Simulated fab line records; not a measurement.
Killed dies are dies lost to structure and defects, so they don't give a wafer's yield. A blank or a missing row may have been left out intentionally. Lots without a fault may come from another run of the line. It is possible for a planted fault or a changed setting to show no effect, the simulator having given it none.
fab line records	flow sky130
[record] lots = 15	wafers = 45	lastDay = 51
route steps=708 shown POLY_CUT@315 LI_CONTACT@372 LOCAL_INTERCONNECT@389
lots with no fault: from the same line, run without faults
startH: start of the lot's first displayed wafer, in hours after the record's first day	waitH: hours from the lot's prior step to this one	" identical to the entry in the row above	L1.1+2: a single row standing in for several wafers	- no value, or no start was given	* or withheld: withheld	< > ~ a bound
route shown NAME@n: names a module that has steps shown in the file, with the first one's number in the route	usual: mean/standard deviation taken from wafers without a fault	same: alike in all rows	chamber/n: place in a boat	sites: the reading at each site	_std_site: the standard deviation of these	_edge_site: outer sites' mean less inner sites'	radiusMm: how far each site lies from the wafer's centre	mask NAME#n: copy n	behind: the most recent tool/chamber to have shaped the wafer	hold: why the lot went on hold/how many hours it stayed there/how the hold came to an end	device: transistor that didn't switch, given as n, p or np	end of line: tests run on the same wafers once the route is complete	a step without rows: its recipe alone	killed: not the wafer's yield, but the dies lost to structure and defects at the first sort	map: a wafer's dies, marking killed ones x, the rest . and places with no die _
set.NAME: the setting the step ran with; set.NAME@STEP: the setting that earlier step ran with	model.NAME: the simulator's own value behind a step, which no gauge read
one table for each step of the route and one row for each wafer, over a sample of lots
services: from which hour (startH, from the record's first day; less than 0 if before it) a tool's chamber was out of use, for how many hours, and why
[[steps]]
[step SKY_POLY_CUT_CD_MEAS_08]
[recipe] targetCdNm = 270
[usual] cdNm = 269.6/1.5
lot.wafer	tool	chamber	startH	waitH	cdNm
L357.1	cdSem-01	-	577.09	-	267.4
L357.2	"	-	"	"	268.8
L357.6	"	-	"	"	269.4
L359.2	cdSem-02	-	592.51	-	270.5
L359.3	"	-	"	"	271.0
L359.6	"	-	"	"	270.5
L360.3	cdSem-01	-	598.73	-	268.1
L360.5	"	-	"	"	266.1
L360.6	"	-	"	"	267.5
L364.1	cdSem-02	-	636.59	-	268.4
L364.4	"	-	"	"	268.8
L364.5	"	-	"	"	270.4
L366.1	cdSem-02	-	655.06	-	272.0
L366.3	"	-	"	"	270.5
L366.5	"	-	"	"	270.8
L367.1	cdSem-02	-	656.69	-	271.0
L367.4	"	-	"	"	270.5
L367.6	"	-	"	"	270.0
L368.3	cdSem-01	-	664.88	-	269.4
L368.4	"	-	"	"	270.4
L368.6	"	-	"	"	269.5
L369.4	cdSem-01	-	675.55	-	268.5
L369.5	"	-	"	"	267.7
L369.6	"	-	"	"	269.2
L374.1	cdSem-01	-	705.24	-	269.9
L374.4	"	-	"	"	267.7
L374.5	"	-	"	"	268.1
L375.2	cdSem-01	-	711.81	-	269.1
L375.5	"	-	"	"	269.1
L375.6	"	-	"	"	269.3
L376.1	cdSem-01	-	720.07	-	270.8
L376.2	"	-	"	"	270.4
L376.4	"	-	"	"	270.8
L377.2	cdSem-02	-	726.26	-	270.3
L377.3	"	-	"	"	269.5
L377.6	"	-	"	"	270.3
L378.3	cdSem-01	-	731.88	-	271.8
L378.4	"	-	"	"	271.6
L378.5	"	-	"	"	271.6
L379.1	cdSem-01	-	735.94	-	270.5
L379.2	"	-	"	"	271.1
L379.4	"	-	"	"	272.1
L380.4	cdSem-02	-	750.50	-	270.6
L380.5	"	-	"	"	269.5
L380.6	"	-	"	"	271.6
[step SKY_POLY_CUT_STRIP_12]
[recipe] chemistry = O2/N2	powerW = 1400	pressureMtorr = 1500	platenTempC = withheld	o2FlowSccm = 3000	n2FlowSccm = 300	overashFraction = 0.5
[usual] drypumpMotorCurrentA = 5.7/0.31	oesProductAu = 0.452/0.0041	stripTimeToEndpointS = 5.360/0.019
lot.wafer	tool	chamber	startH	waitH	drypumpMotorCurrentA	oesProductAu	rfHoursCounterH	stripTimeToEndpointS
L357.1	plasmaAsher-02	1	577.33	0.0	6.0	0.453	87	5.382
L357.2	"	0	"	"	5.7	0.454	87	5.370
L357.6	"	0	"	"	5.7	0.450	-	5.418
L359.2	plasmaAsher-04	1	592.72	0.0	5.8	0.447	18	5.368
L359.3	"	1	"	"	5.9	0.449	-	5.366
L359.6	"	0	"	"	5.9	0.446	-	5.355
L360.3	plasmaAsher-01	0	598.96	0.1	5.1	0.454	-	5.369
L360.5	"	1	"	"	5.3	0.447	-	5.390
L360.6	"	0	"	"	5.1	0.453	-	5.369
L364.1	plasmaAsher-02	1	636.83	0.0	5.9	0.451	93	5.383
L364.4	"	0	"	"	5.7	0.455	-	5.368
L364.5	"	0	"	"	5.7	0.449	-	5.366
L366.1	plasmaAsher-02	0	655.30	0.0	5.7	0.452	95	5.370
L366.3	"	1	"	"	5.9	0.456	-	5.398
L366.5	"	1	"	"	5.9	0.446	-	5.378
L367.1	plasmaAsher-02	0	656.92	0.0	5.7	0.447	95	5.349
L367.4	"	1	"	"	5.9	0.454	-	5.354
L367.6	"	0	"	"	5.7	0.449	-	5.358
L368.3	plasmaAsher-01	0	665.11	0.1	5.1	0.452	-	5.368
L368.4	"	1	"	"	5.3	0.454	-	5.382
L368.6	"	1	"	"	5.3	0.453	-	5.358
L369.4	plasmaAsher-04	0	675.76	0.1	5.9	0.461	-	5.359
L369.5	"	0	"	"	5.9	0.450	-	5.354
L369.6	"	1	"	"	5.9	0.457	-	5.353
L374.1	plasmaAsher-01	0	705.48	0.0	5.1	0.453	58	5.358
L374.4	"	1	"	"	5.3	0.451	-	5.371
L374.5	"	1	"	"	5.3	0.458	-	5.364
L375.2	plasmaAsher-02	1	712.03	0.0	6.0	0.453	101	5.369
L375.5	"	1	"	"	6.0	0.454	-	5.373
L375.6	"	0	"	"	5.7	0.457	-	5.373
L376.1	plasmaAsher-02	1	720.30	0.0	5.9	0.458	102	5.338
L376.2	"	0	"	"	5.7	0.452	102	5.373
L376.4	"	0	"	"	5.7	0.451	-	5.356
L377.2	plasmaAsher-02	0	726.49	0.0	5.7	0.449	103	5.358
L377.3	"	1	"	"	5.9	0.460	-	5.351
L377.6	"	0	"	"	5.7	0.455	-	5.358
L378.3	plasmaAsher-04	1	732.11	0.1	5.8	0.457	-	5.384
L378.4	"	0	"	"	5.9	0.450	-	5.357
L378.5	"	1	"	"	5.9	0.449	-	5.380
L379.1	plasmaAsher-01	0	736.18	0.0	5.1	0.454	59	5.356
L379.2	"	1	"	"	5.3	0.452	59	5.377
L379.4	"	0	"	"	5.1	0.454	-	5.370
L380.4	plasmaAsher-04	1	750.71	0.1	5.9	0.451	-	5.333
L380.5	"	0	"	"	5.9	0.454	-	5.333
L380.6	"	1	"	"	5.9	0.465	-	5.339
[step SKY_LI_CONTACT_PEB_10]
[recipe] pebTempC = withheld	pebTimeS = withheld	resist = KrF-thick
[usual] chillPlateTempC = *	exhaustPa = 45.0/0.89
lot.wafer	tool	chamber	startH	waitH	chillPlateTempC	exhaustPa
L357.1	lithoTrack-01	0	693	-	*	43.7
L357.2	"	0	"	"	*	45.4
L357.6	"	0	"	"	*	43.8
L359.2	lithoTrack-02	0	708	-	*	45.1
L359.3	"	0	"	"	*	43.7
L359.6	"	0	"	"	*	44.3
L360.3	lithoTrack-01	0	717	-	*	44.5
L360.5	"	0	"	"	*	45.0
L360.6	"	0	"	"	*	44.5
L364.1	lithoTrack-04	0	751	-	*	45.4
L364.4	"	0	"	"	*	44.0
L364.5	"	0	"	"	*	45.4
L366.1	lithoTrack-04	0	770	-	*	45.1
L366.3	"	0	"	"	*	45.5
L366.5	"	0	"	"	*	44.1
L367.1	lithoTrack-02	-	772	-	-	-
L367.4	"	-	"	"	-	-
L367.6	"	-	"	"	-	-
L368.3	lithoTrack-01	-	779	-	-	-
L368.4	"	-	"	"	-	-
L368.6	"	-	"	"	-	-
L369.4	lithoTrack-01	-	789	-	-	-
L369.5	"	-	"	"	-	-
L369.6	"	-	"	"	-	-
L374.1	lithoTrack-02	0	817	-	*	45.3
L374.4	"	0	"	"	*	44.6
L374.5	"	0	"	"	*	45.3
L375.2	lithoTrack-02	0	823	-	*	44.9
L375.5	"	0	"	"	*	44.4
L375.6	"	0	"	"	*	44.4
L376.1	lithoTrack-04	0	830	-	*	43.6
L376.2	"	0	"	"	*	44.0
L376.4	"	0	"	"	*	44.8
L377.2	lithoTrack-01	0	836	-	*	46.2
L377.3	"	0	"	"	*	43.9
L377.6	"	0	837	-	*	45.4
L378.3	lithoTrack-04	0	842	-	*	44.5
L378.4	"	0	"	"	*	44.5
L378.5	"	0	"	"	*	45.3
L379.1	lithoTrack-01	0	851	-	*	43.3
L379.2	"	0	"	"	*	43.1
L379.4	"	0	"	"	*	43.9
L380.4	lithoTrack-02	0	861	-	*	46.3
L380.5	"	0	"	"	*	45.6
L380.6	"	0	"	"	*	45.6
[step SKY_LOCAL_INTERCONNECT_THK_MEAS_02]
[recipe] thkMeasGauge = xrf	reads = TiN_of_LOCAL_INTERCONNECT_SPUTTER_00
[usual] LOCAL_INTERCONNECT_TIN_THK = 98.7/1.4
lot.wafer	tool	chamber	startH	waitH	LOCAL_INTERCONNECT_TIN_THK[nm]
L357.1	filmMetro-04	-	695.49	0.1	97.3
L357.2	"	-	"	"	96.8
L357.6	"	-	"	"	97.0
L359.2	filmMetro-04	-	710.79	0.1	99.9
L359.3	"	-	"	"	99.6
L359.6	"	-	"	"	98.8
L360.3	filmMetro-02	-	719.16	0.1	100.7
L360.5	"	-	"	"	101.1
L360.6	"	-	"	"	98.3
L364.1	filmMetro-01	-	753.54	0.1	98.6
L364.4	"	-	"	"	98.0
L364.5	"	-	"	"	97.7
L366.1	filmMetro-01	-	772.56	0.1	97.3
L366.3	"	-	"	"	98.1
L366.5	"	-	"	"	98.4
L374.1	filmMetro-01	-	819.02	0.1	98.0
L374.4	"	-	"	"	97.8
L374.5	"	-	"	"	96.8
L375.2	filmMetro-01	-	826.14	0.1	97.9
L375.5	"	-	"	"	98.6
L375.6	"	-	"	"	98.3
L376.1	filmMetro-04	-	832.49	0.1	99.5
L376.2	"	-	"	"	99.1
L376.4	"	-	"	"	98.2
L377.2	filmMetro-01	-	838.70	0.1	98.7
L377.3	"	-	"	"	97.9
L377.6	"	-	"	"	97.6
L378.3	filmMetro-02	-	844.38	0.1	98.6
L378.4	"	-	"	"	100.6
L378.5	"	-	"	"	98.4
L379.1	filmMetro-04	-	853.09	0.1	97.0
L379.2	"	-	"	"	98.3
L379.4	"	-	"	"	98.7
L380.4	filmMetro-04	-	863.75	0.1	97.1
L380.5	"	-	"	"	97.4
L380.6	"	-	"	"	97.8
[[services]]
tool	chamber	startH	hours	kind
plasmaAsher-04	-	578.01	1.6	repair
plasmaAsher-04	-	657.61	13.8	repair
plasmaAsher-01	-	670.74	1.9	repair
plasmaAsher-01	-	674.67	3.6	repair
lithoTrack-01	-	686.46	-	consumableReplace:filter
plasmaAsher-02	-	698.95	0.7	repair
plasmaAsher-01	-	715.12	14.0	repair
lithoTrack-04	-	723.84	-	consumableReplace:filter
plasmaAsher-02	-	733.75	9.0	pm
plasmaAsher-02	0	733.75	9.0	ventCycle
plasmaAsher-02	1	733.75	9.0	ventCycle
plasmaAsher-02	0	742.75	-	clean
plasmaAsher-02	1	742.75	-	clean
plasmaAsher-04	-	824.86	14.6	pm
[[key]]
[firstSign] step = SKY_LI_CONTACT_PEB_10	reading = toolRecord	direction = missing
effect none on later readings
metAt SKY_LI_CONTACT_PEB_10
struckLots L367,L368,L369
laterRowsLeftOut L367.1,L367.4,L367.6,L368.3,L368.4,L368.6,L369.4,L369.5,L369.6
sortLeftOut L367.1,L367.4,L367.6,L368.3,L368.4,L368.6,L369.4,L369.5,L369.6
testerLeftOut L367,L368,L369
notActingAt SKY_POLY_CUT_CD_MEAS_08,SKY_POLY_CUT_STRIP_12,SKY_LOCAL_INTERCONNECT_THK_MEAS_02
onsetBetween 717 772
[fault] kind = skippedStepWhole	tool = lithoTrack-01,lithoTrack-02	chamber = -	onsetH = 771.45	steps = SKY_LI_CONTACT_PEB_10	scope = struckLotsOnly
// testerLeftOut: of these lots the tester's yield and bins aren't shown, on N5 and GAA mostly nor the transistor test; their killed dies are dies lost to structure and defects alone, not to doping, threshold or leakage, so they don't give the yield
// sortLeftOut: the simulated sort isn't trusted on such a fault, so these wafers' sort isn't shown, and their yield isn't known
// laterRowsLeftOut: the simulator's readings of these wafers behind a module that went badly wrong aren't trusted and aren't shown, but for the sort
